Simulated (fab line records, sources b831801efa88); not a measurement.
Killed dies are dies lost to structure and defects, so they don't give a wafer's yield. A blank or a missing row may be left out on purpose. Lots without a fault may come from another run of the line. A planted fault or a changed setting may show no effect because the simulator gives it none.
fab line records | flow gf180mcu
record lots=13 wafers=39 last_day=33
route steps=602 shown STI@25 LVPWELL@63 VT_IMPLANT@100 NWELL@137
lots that met no fault: from a run of the same line without faults
start_h: hours from the record's first day to the start of the lot's first wafer shown | wait_h: hours since the lot's step before | " the same as in the row above | L1.1+2: a row that stands for several wafers | - no value, or no start given | * or withheld: withheld | < > ~ a bound
route shown NAME@n: a module of which the file shows steps, and the number in the route of the first | usual: mean/standard deviation of fault-free wafers | same: alike in all rows | chamber/n: place in a boat | sites: the reading at each site | _std_site: their standard deviation | _edge_site: outer sites' mean less inner sites' | radius_mm: how far each site lies from the wafer's centre | mask NAME#n: copy n | behind: the tool/chamber that last shaped the wafer | hold: why the lot was held/for how many hours/how that ended | device: the transistor (n, p or np) that didn't switch | end of line: the same wafers' tests at the end of the route | a step without rows: its recipe alone | killed: dies lost to structure and defects at the first sort, not the wafer's yield | map: a wafer's dies, x killed, . not, _ none there
set.NAME: the setting as run; set.NAME@STEP: as run at that earlier step | model.NAME: the simulator's own value behind a step, which no gauge read
steps of the route over a sample of lots; a table a step, a row a wafer
services: from which hour (start_h, from the record's first day; less than 0 if before it) a tool's chamber was out of use, for how many hours, and why
## steps
# step GF_STI_THK_MEAS_24
# recipe reads=SiO2_of_STI_CVD_23
# usual STI_CVD_23_THK=648/5.7
# columns lot.wafer tool chamber start_h wait_h STI_CVD_23_THK[nm]
L246.2 film_metro-02 - 33.53 0.0 643
L246.3 " - " " 652
L246.4 " - " " 645
L247.1 film_metro-04 - 37.78 0.0 657
L247.2 " - " " 644
L247.4 " - " " 645
L248.1 film_metro-01 - 44.79 0.0 650
L248.4 " - " " 651
L248.5 " - " " 655
L249.2 film_metro-04 - 47.93 0.0 650
L249.5 " - " " 660
L249.6 " - " " 644
L250.4 film_metro-01 - 53.56 0.0 637
L250.5 " - " " 631
L250.6 " - " " 632
L253.1 film_metro-02 - 69.41 0.1 650
L253.2 " - " " 652
L253.6 " - " " 650
L254.3 film_metro-04 - 74.91 0.1 645
L254.5 " - " " 644
L254.6 " - " " 645
L255.2 film_metro-02 - 79.18 0.0 659
L255.3 " - " " 656
L255.4 " - " " 655
L256.3 film_metro-02 - 84.28 0.1 639
L256.4 " - " " 642
L256.6 " - " " 641
L259.3 film_metro-01 - 101.00 0.1 652
L259.4 " - " " 649
L259.5 " - " " 657
L262.2 film_metro-01 - 115.45 0.0 643
L262.4 " - " " 643
L262.6 " - " " 645
L264.4 film_metro-04 - 125.15 0.0 641
L264.5 " - " " 642
L264.6 " - " " 648
L265.3 film_metro-02 - 131.13 0.2 649
L265.4 " - " " 653
L265.6 " - " " 651
# step GF_LVPWELL_IMPLANT_09
# recipe species=B energy_kev=60 dose_cm2=5e+12 tilt_deg=0
# usual dose_ions_cm2=4.999e+12/5.3e+09 end_station_pressure_torr=5.03e-06/2.7e-07 faraday_current_uA=28.2/0.62
# columns lot.wafer tool chamber start_h wait_h dose_ions_cm2 end_station_pressure_torr faraday_current_uA
L246.2 implanter-01 0 73.18 0.1 5.003e+12 4.57e-06 27.6
L246.3 " 0 " " 5.003e+12 4.97e-06 27.9
L246.4 " 0 " " 4.993e+12 5.13e-06 28.4
L247.1 implanter-01 0 79.71 0.1 4.992e+12 5.7e-06 28.1
L247.2 " 0 " " 4.996e+12 5.2e-06 27.9
L247.4 " 0 " " 4.995e+12 4.69e-06 28.6
L248.1 implanter-02 0 87.03 0.1 5.005e+12 5.47e-06 28.9
L248.4 " 0 " " 4.999e+12 5.13e-06 27.9
L248.5 " 0 " " 4.998e+12 5.13e-06 28.3
L249.2 implanter-03 0 90.88 0.1 4.998e+12 5e-06 28.3
L249.5 " 0 " " 4.99e+12 4.99e-06 27.4
L249.6 " 0 " " 5.001e+12 5.23e-06 28.2
L250.4 implanter-01 0 97.23 0.1 5.002e+12 4.89e-06 28.5
L250.5 " 0 " " 5e+12 4.93e-06 29.8
L250.6 " 0 " " 5.004e+12 5.14e-06 28.4
L253.1 implanter-01 0 113.65 0.1 5.006e+12 5.15e-06 29.2
L253.2 " 0 " " 4.998e+12 5.16e-06 28.5
L253.6 " 0 " " 5e+12 4.89e-06 28.0
L254.3 implanter-03 0 120.05 0.1 5e+12 4.85e-06 28.4
L254.5 " 0 " " 5.014e+12 5.02e-06 27.3
L254.6 " 0 " " 5.012e+12 5.51e-06 27.1
L255.2 implanter-03 0 124.55 0.1 7.778e+12 5.13e-06 42.9
L255.3 " 0 " " 7.781e+12 4.68e-06 44.6
L255.4 " 0 " " 7.777e+12 4.63e-06 44.2
L256.3 implanter-03 0 131.18 0.1 7.772e+12 4.86e-06 43.2
L256.4 " 0 " " 7.774e+12 5.32e-06 43.1
L256.6 " 0 " " 7.769e+12 4.75e-06 44.2
L259.3 implanter-01 0 148.90 0.1 5e+12 4.94e-06 27.8
L259.4 " 0 " " 5.004e+12 5.5e-06 28.5
L259.5 " 0 " " 4.993e+12 4.43e-06 28.3
L262.2 implanter-02 0 164.45 0.1 4.999e+12 4.71e-06 28.4
L262.4 " 0 " " 4.992e+12 5.26e-06 28.2
L262.6 " 0 " " 4.999e+12 5.37e-06 27.2
L264.4 implanter-02 0 174.13 0.1 4.998e+12 5.34e-06 28.1
L264.5 " 0 " " 4.993e+12 5e-06 27.4
L264.6 " 0 " " 4.997e+12 4.88e-06 28.6
L265.3 implanter-01 0 182.23 0.1 5.007e+12 5.15e-06 28.2
L265.4 " 0 " " 5.001e+12 5.26e-06 28.5
L265.6 " 0 " " 5.005e+12 5.12e-06 28.5
# step GF_LVPWELL_TW_MEAS_11
# usual LVPWELL_TW=557/5.8
# columns lot.wafer tool chamber start_h wait_h LVPWELL_TW
L246.2 film_metro-03 - 73.42 0.1 558
L246.3 " - " " 559
L246.4 " - " " 556
L247.1 film_metro-02 - 79.96 0.1 560
L247.2 " - " " 564
L247.4 " - " " 561
L248.1 film_metro-04 - 87.28 0.1 548
L248.4 " - " " 546
L248.5 " - " " 546
L249.2 film_metro-04 - 91.12 0.1 546
L249.5 " - " " 547
L249.6 " - " " 550
L250.4 film_metro-03 - 97.44 0.1 562
L250.5 " - " " 560
L250.6 " - " " 557
L253.1 film_metro-03 - 113.90 0.1 557
L253.2 " - " " 557
L253.6 " - " " 559
L254.3 film_metro-03 - 120.27 0.1 558
L254.5 " - " " 551
L254.6 " - " " 556
L255.2 film_metro-04 - 124.79 0.1 568
L255.3 " - " " 571
L255.4 " - " " 569
L256.3 film_metro-03 - 131.40 0.1 576
L256.4 " - " " 577
L256.6 " - " " 572
L259.3 film_metro-03 - 149.12 0.1 554
L259.4 " - " " 554
L259.5 " - " " 555
L262.2 film_metro-03 - 164.69 0.1 555
L262.4 " - " " 555
L262.6 " - " " 556
L264.4 film_metro-02 - 174.33 0.1 565
L264.5 " - " " 566
L264.6 " - " " 565
L265.3 film_metro-02 - 182.45 0.1 562
L265.4 " - " " 565
L265.6 " - " " 564
# step GF_VT_IMPLANT_TW_MEAS_10
# usual VT_IMPLANT_TW=563/3.5
# columns lot.wafer tool chamber start_h wait_h VT_IMPLANT_TW
L246.2 film_metro-03 - 116.24 0.1 563
L246.3 " - " " 562
L246.4 " - " " 563
L247.1 film_metro-01 - 122.08 0.1 562
L247.2 " - " " 563
L247.4 " - " " 559
L248.1 film_metro-03 - 130.28 0.1 560
L248.4 " - " " 562
L248.5 " - " " 561
L249.2 film_metro-01 - 135.19 0.1 561
L249.5 " - " " 560
L249.6 " - " " 561
L250.4 film_metro-01 - 147.03 0.1 562
L250.5 " - " " 562
L250.6 " - " " 560
L253.1 film_metro-03 - 160.62 0.1 562
L253.2 " - " " 561
L253.6 " - " " 559
L254.3 film_metro-02 - 166.99 0.1 566
L254.5 " - " " 569
L254.6 " - " " 568
L255.2 film_metro-03 - 171.74 0.1 560
L255.3 " - " " 559
L255.4 " - " " 559
L256.3 film_metro-02 - 179.27 0.1 566
L256.4 " - " " 565
L256.6 " - " " 568
L259.3 film_metro-02 - 198.75 0.1 569
L259.4 " - " " 565
L259.5 " - " " 562
L262.2 film_metro-01 - 216.58 0.1 561
L262.4 " - " " 560
L262.6 " - " " 561
L264.4 film_metro-01 - 225.93 0.1 560
L264.5 " - " " 557
L264.6 " - " " 557
L265.3 film_metro-02 - 235.59 0.1 566
L265.4 " - " " 568
L265.6 " - " " 568
# step GF_VT_IMPLANT_RS_MEAS_47
# recipe thk_meas_gauge=four-point-probe
# usual NWELL_RS=488.1/1.2
# columns lot.wafer tool chamber start_h wait_h NWELL_RS[ohm/sq]
L246.2 film_metro-03 - 162.38 0.1 489.5
L246.3 " - " " 489.4
L246.4 " - " " 489.6
L247.1 film_metro-04 - 168.20 0.1 489.0
L247.2 " - " " 487.6
L247.4 " - " " 487.9
L248.1 film_metro-02 - 177.51 0.1 490.4
L248.4 " - " " 489.2
L248.5 " - " " 488.9
L249.2 film_metro-03 - 183.58 0.1 488.0
L249.5 " - " " 488.7
L249.6 " - " " 488.8
L250.4 film_metro-04 - 196.09 0.1 489.8
L250.5 " - " " 489.4
L250.6 " - " " 490.1
L253.1 film_metro-02 - 211.92 0.1 489.2
L253.2 " - " " 487.3
L253.6 " - " " 488.3
L254.3 film_metro-02 - 218.48 0.1 488.6
L254.5 " - " " 488.6
L254.6 " - " " 488.7
L255.2 film_metro-04 - 223.83 0.1 490.1
L255.3 " - " " 489.8
L255.4 " - " " 488.6
L256.3 film_metro-03 - 231.54 0.1 487.0
L256.4 " - " " 487.2
L256.6 " - " " 488.1
L259.3 film_metro-03 - 252.79 0.1 490.7
L259.4 " - " " 489.3
L259.5 " - " " 490.0
L262.2 film_metro-04 - 272.32 0.1 488.1
L262.4 " - " " 488.1
L262.6 " - " " 487.6
L264.4 film_metro-02 - 282.96 0.1 485.9
L264.5 " - " " 487.0
L264.6 " - " " 486.6
L265.3 film_metro-04 - 292.69 0.1 487.7
L265.4 " - " " 487.2
L265.6 " - " " 487.8
# step GF_VT_IMPLANT_RS_MEAS_48
# recipe thk_meas_gauge=four-point-probe
# usual LVPWELL_RS=1197/3.3
# columns lot.wafer tool chamber start_h wait_h LVPWELL_RS[ohm/sq]
L246.2 film_metro-03 - 162.50 0.1 1196
L246.3 " - " " 1192
L246.4 " - " " 1197
L247.1 film_metro-04 - 168.32 0.1 1198
L247.2 " - " " 1199
L247.4 " - " " 1198
L248.1 film_metro-02 - 177.63 0.1 1194
L248.4 " - " " 1196
L248.5 " - " " 1192
L249.2 film_metro-03 - 183.70 0.1 1193
L249.5 " - " " 1198
L249.6 " - " " 1196
L250.4 film_metro-04 - 196.21 0.1 1198
L250.5 " - " " 1198
L250.6 " - " " 1198
L253.1 film_metro-02 - 212.04 0.1 1197
L253.2 " - " " 1196
L253.6 " - " " 1196
L254.3 film_metro-02 - 218.60 0.1 1200
L254.5 " - " " 1201
L254.6 " - " " 1199
L255.2 film_metro-04 - 223.95 0.1 1094
L255.3 " - " " 1098
L255.4 " - " " 1099
L256.3 film_metro-03 - 231.66 0.1 1095
L256.4 " - " " 1094
L256.6 " - " " 1097
L259.3 film_metro-03 - 252.91 0.1 1192
L259.4 " - " " 1192
L259.5 " - " " 1194
L262.2 film_metro-04 - 272.44 0.1 1195
L262.4 " - " " 1195
L262.6 " - " " 1196
L264.4 film_metro-02 - 283.08 0.1 1199
L264.5 " - " " 1197
L264.6 " - " " 1198
L265.3 film_metro-04 - 292.81 0.1 1202
L265.4 " - " " 1202
L265.6 " - " " 1206
## services
# columns tool chamber start_h hours kind
implanter-02 - 93.83 2.1 repair
implanter-02 - 125.07 2.2 repair
## key
first_sign step=GF_LVPWELL_IMPLANT_09 reading=dose_ions_cm2 direction=up sigmas=99+ usual=4.999e+12 struck=7.775e+12
effect step=GF_LVPWELL_IMPLANT_09 reading=faraday_current_uA direction=up sigmas=25 usual=28.2 struck=43.7
effect step=GF_LVPWELL_TW_MEAS_11 reading=LVPWELL_TW direction=up sigmas=2.6 usual=557 struck=572
effect step=GF_VT_IMPLANT_RS_MEAS_48 reading=LVPWELL_RS direction=down sigmas=30 usual=1197 struck=1096
met_at GF_LVPWELL_IMPLANT_09
struck_lots L255,L256
tester_left_out L255,L256
not_acting_at GF_STI_THK_MEAS_24,GF_VT_IMPLANT_TW_MEAS_10,GF_VT_IMPLANT_RS_MEAS_47
onset_between 120.05 124.55
fault kind=process_parameter_drift tool=implanter-03 chamber=- onset_h=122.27 steps=GF_LVPWELL_IMPLANT_09 channel=dose_cm2 offset=2.7721e+12 shape=step end_h=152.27 acts_in=these_recipes_only stated=5e+12
# tester_left_out: of these lots the tester's yield and bins aren't shown, on N5 and GAA mostly nor the transistor test; their killed dies are dies lost to structure and defects alone, not to doping, threshold or leakage, so they don't give the yield
